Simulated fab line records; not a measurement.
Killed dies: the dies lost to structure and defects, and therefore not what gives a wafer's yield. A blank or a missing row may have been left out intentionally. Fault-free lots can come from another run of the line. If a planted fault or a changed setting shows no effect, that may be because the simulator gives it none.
2 desks looking at one fault / flow gf180mcu / each desk has only its own numbers; what lay behind them comes last

## TOOL OWNER'S DESK, plasma_asher-03
The tool's own readings at GF_VT_IMPLANT_STRIP_31 (strips in O2/N2): means of the sampled wafers that have a number, for each lot that ran on this tool. A lot is out of limits, marked OUT, if its mean lies more than 4 standard deviations from the usual mean; the brackets give that distance.
Columns: A = drypump_motor_current_A at GF_VT_IMPLANT_STRIP_31, usual 5.7 A; B = heater_power_w at GF_VT_IMPLANT_STRIP_31, usual 363 W; C = oes_product_au at GF_VT_IMPLANT_STRIP_31, usual 0.716 a.u.; D = strip_time_to_endpoint_s at GF_VT_IMPLANT_STRIP_31, usual 12.64 s
lot=L553; first seen here=day 7 21:36; A=5.9; B=375; C=0.720; D=12.60
lot=L563; first seen here=day 10 17:23; A=5.6; B=341; C=0.927 (+47) OUT; D=-
lot=L571; first seen here=day 12 18:08; A=5.7; B=337; C=0.718; D=12.59
Finding of this desk: L563 out of limits; the first was L563 at day 10 17:23, on oes_product_au at GF_VT_IMPLANT_STRIP_31. Within limits: L553, L571.

## THE METROLOGY DESK
Means of the sampled wafers that have a number, per lot and without regard to the tool the lot ran on: this is what the gauges read. A lot is out of limits, marked OUT, if its mean lies more than 4 standard deviations from the usual mean; the brackets give that distance.
Columns: A = VT_IMPLANT_4_TW at GF_VT_IMPLANT_TW_MEAS_43, usual 694
lot=L549; first seen here=day 7 12:11; A=674
lot=L551; first seen here=day 8 05:59; A=701
lot=L553; first seen here=day 8 13:31; A=699
lot=L554; first seen here=day 9 00:41; A=679
lot=L555; first seen here=day 9 05:34; A=697
lot=L556; first seen here=day 9 08:02; A=677
lot=L557; first seen here=day 9 16:26; A=696
lot=L559; first seen here=day 10 07:22; A=697
lot=L563; first seen here=day 11 12:01; A=30 (-66) OUT
lot=L565; first seen here=day 11 19:43; A=698
lot=L570; first seen here=day 13 08:03; A=700
lot=L571; first seen here=day 13 13:58; A=701
lot=L572; first seen here=day 13 21:16; A=703
This desk finds L563 out of limits, with the earliest case on L563 at day 11 12:01 (VT_IMPLANT_4_TW at GF_VT_IMPLANT_TW_MEAS_43). Within limits: L549, L551, L553, L554, L555, L556, L557, L559, L565, L570, L571, L572.

## TAKEN TOGETHER
On L563, at day 10 17:23, an alarm was possible from the tool owner's desk.
An alarm was possible from the metrology desk at day 11 12:01, on L563.
On plasma_asher-03, each named lot ran GF_VT_IMPLANT_STRIP_31.

## WHAT THE SIMULATOR HAD PUT IN
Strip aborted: plasma_asher-03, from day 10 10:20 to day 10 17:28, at GF_VT_IMPLANT_STRIP_31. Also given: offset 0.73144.
Shown lots that were struck: L563.
Hours from the fault's start to each desk's first reading out of limits: the tool owner's desk, 7; the metrology desk, 26.
